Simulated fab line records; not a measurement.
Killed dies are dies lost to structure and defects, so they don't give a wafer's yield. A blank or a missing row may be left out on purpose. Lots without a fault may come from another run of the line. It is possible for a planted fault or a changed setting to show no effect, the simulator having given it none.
Matching of chambers || flow sky130 || SKY_VIA1_ETCH_15 on rie_diel-04 has 4 sister chambers
The step etches SiO2 in C4F8/O2/Ar, stops on TiN, target depth 351 nm, time 54 s. 22 wafers are shown with their chamber, then 11 later ones without.

## EACH WAFER AND ITS CHAMBER
{"wafer": "L079.2", "chamber": 3, "oes_product_au (a.u.)": 0.970}
{"wafer": "L079.5", "chamber": 0, "oes_product_au (a.u.)": 0.979}
{"wafer": "L079.6", "chamber": 3, "oes_product_au (a.u.)": 0.977}
{"wafer": "L081.3", "chamber": 1, "oes_product_au (a.u.)": 0.982}
{"wafer": "L081.4", "chamber": 2, "oes_product_au (a.u.)": 0.980}
{"wafer": "L081.6", "chamber": 0, "oes_product_au (a.u.)": 0.976}
{"wafer": "L083.1", "chamber": 1, "oes_product_au (a.u.)": 0.985}
{"wafer": "L083.3", "chamber": 2, "oes_product_au (a.u.)": 0.980}
{"wafer": "L083.5", "chamber": 0, "oes_product_au (a.u.)": 0.976}
{"wafer": "L084.2", "chamber": 1, "oes_product_au (a.u.)": 0.978}
{"wafer": "L084.4", "chamber": 2, "oes_product_au (a.u.)": 0.965}
{"wafer": "L084.6", "chamber": 2, "oes_product_au (a.u.)": 0.974}
{"wafer": "L085.1", "chamber": 1, "oes_product_au (a.u.)": 0.979}
{"wafer": "L085.2", "chamber": 0, "oes_product_au (a.u.)": 0.984}
{"wafer": "L085.6", "chamber": 0, "oes_product_au (a.u.)": 0.974}
{"wafer": "L088.1", "chamber": 1, "oes_product_au (a.u.)": 0.980}
{"wafer": "L088.2", "chamber": 2, "oes_product_au (a.u.)": 0.983}
{"wafer": "L088.5", "chamber": 0, "oes_product_au (a.u.)": 0.970}
{"wafer": "L090.1", "chamber": 3, "oes_product_au (a.u.)": 0.977}
{"wafer": "L090.2", "chamber": 1, "oes_product_au (a.u.)": 0.975}
{"wafer": "L090.4", "chamber": 0, "oes_product_au (a.u.)": 0.984}
{"wafer": "L092.1", "chamber": 1, "oes_product_au (a.u.)": 0.985}

SIGNATURES, as means of the wafers listed above
{"reading": "oes_product_au", "chamber 0": 0.97757, "chamber 1": 0.98057, "chamber 2": 0.97640, "chamber 3": 0.97467, "scatter within a chamber": 0.00516}
Rule: a wafer's distance from a chamber is the root of the sum, over the readings, of the square of ((its reading less the chamber's mean) divided by the reading's scatter). The wafer belongs to the nearest chamber; if the next one is less than 2 further off, it can't be placed. The scatter: take each reading less its chamber's mean, square it, sum over the shown wafers, divide by the number of wafers less the number of chambers, and take the root.

## WAFERS WITHOUT THEIR CHAMBER
{"wafer": "L092.2", "oes_product_au (a.u.)": 0.974}
{"wafer": "L092.5", "oes_product_au (a.u.)": 0.978}
{"wafer": "L094.1", "oes_product_au (a.u.)": 0.979}
{"wafer": "L094.5", "oes_product_au (a.u.)": 0.974}
{"wafer": "L094.6", "oes_product_au (a.u.)": 0.985}
{"wafer": "L095.1", "oes_product_au (a.u.)": 0.980}
{"wafer": "L095.2", "oes_product_au (a.u.)": 0.970}
{"wafer": "L095.3", "oes_product_au (a.u.)": 0.977}
{"wafer": "L095.4", "oes_product_au (a.u.)": 0.980}
{"wafer": "L095.5", "oes_product_au (a.u.)": 0.983}
{"wafer": "L095.6", "oes_product_au (a.u.)": 0.977}

## WHICH CHAMBER EACH ONE RAN IN
{"wafer": "L092.2", "from the rows above": "can't be placed: 3 or 2 or 0 or 1", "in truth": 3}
{"wafer": "L092.5", "from the rows above": "can't be placed: 0 or 2 or 1 or 3", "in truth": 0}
{"wafer": "L094.1", "from the rows above": "can't be placed: 0 or 1 or 2 or 3", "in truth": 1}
{"wafer": "L094.5", "from the rows above": "can't be placed: 3 or 2 or 0 or 1", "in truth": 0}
{"wafer": "L094.6", "from the rows above": "can't be placed: 1 or 0 or 2 or 3", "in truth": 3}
{"wafer": "L095.1", "from the rows above": "can't be placed: 1 or 0 or 2 or 3", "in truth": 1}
{"wafer": "L095.2", "from the rows above": "can't be placed: 3 or 2 or 0 or 1", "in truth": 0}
{"wafer": "L095.3", "from the rows above": "can't be placed: 0 or 2 or 3 or 1", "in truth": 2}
{"wafer": "L095.4", "from the rows above": "can't be placed: 1 or 0 or 2 or 3", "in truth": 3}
{"wafer": "L095.5", "from the rows above": "can't be placed: 1 or 0 or 2 or 3", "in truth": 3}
{"wafer": "L095.6", "from the rows above": "can't be placed: 0 or 2 or 3 or 1", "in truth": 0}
0 of 11 placed correctly. Cannot be placed on the basis of these rows: 11; the candidates contain the true chamber in 11. Placed wrongly: 0.
